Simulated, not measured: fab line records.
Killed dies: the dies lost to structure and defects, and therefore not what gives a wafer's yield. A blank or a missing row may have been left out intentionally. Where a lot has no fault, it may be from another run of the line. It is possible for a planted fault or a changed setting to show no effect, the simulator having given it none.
One fault through the eyes of 2 desks | flow gf180mcu | numbers are kept per desk, each desk with only its own; the story behind them comes last

== FOR THE TOOL OWNER'S DESK: plasma-asher-04 ==
The tool's own readings at GF_LVPWELL_STRIP_10 (strips in O2/N2): means of the sampled wafers that have a number, for each lot that ran on this tool. The brackets show how far a lot's mean lies from the usual mean; more than 4 standard deviations puts the lot out of limits, marked OUT.
Columns: A = chamber-pressure-mTorr at GF_LVPWELL_STRIP_10, usual 1500.0 mTorr; B = drypump-motor-current-A at GF_LVPWELL_STRIP_10, usual 5.9 A; C = heater-power-w at GF_LVPWELL_STRIP_10, usual 353 W; D = oes-product-au at GF_LVPWELL_STRIP_10, usual 0.723 a.u.; E = strip-time-to-endpoint-s at GF_LVPWELL_STRIP_10, usual 36.99 s
lot  | first seen here | A      | B   | C   | D     | E
L682 | day 5 07:23     | 1500.3 | 5.8 | 367 | 0.722 | 36.78
L687 | day 6 11:14     | 1500.0 | 5.6 | 400 | 0.720 | 37.00
L688 | day 6 14:23     | 1501.3 | 5.6 | 408 | 0.720 | 36.95
Result from this desk: across the 3 lots, nothing is out of limits.

== AT THE METROLOGY DESK ==
Lot by lot, what the gauges showed, no matter which tool ran the lot: averages of those sampled wafers that carry a number. The brackets show how far a lot's mean lies from the usual mean; more than 4 standard deviations puts the lot out of limits, marked OUT.
Columns: A = TOP_METAL_ALCU_RS at GF_TOP_METAL_RS_MEAS_05, usual 0.0327 ohm/sq
lot  | first seen here | A
L676 | day 27 10:35    | 0.0327
L677 | day 27 18:52    | 0.0322
L678 | day 28 09:19    | 0.0329
L680 | day 28 20:53    | 0.0326
L681 | day 28 23:58    | 0.0327
L682 | day 29 07:46    | 0.0327
L686 | day 30 16:25    | 0.0329
L687 | day 30 20:16    | 0.0332
L688 | day 30 23:35    | 0.0327
L694 | day 33 04:56    | 0.0322
L695 | day 33 07:08    | 0.0334
L698 | day 33 21:28    | 0.0326
L699 | day 33 21:49    | 0.0325
Result from this desk: across the 13 lots, nothing is out of limits.

== ALL TOGETHER ==
Nothing out of limits was seen by the tool owner's desk.
From the metrology desk's view, nothing was out of limits.

== WHAT WAS PUT IN BY THE SIMULATOR ==
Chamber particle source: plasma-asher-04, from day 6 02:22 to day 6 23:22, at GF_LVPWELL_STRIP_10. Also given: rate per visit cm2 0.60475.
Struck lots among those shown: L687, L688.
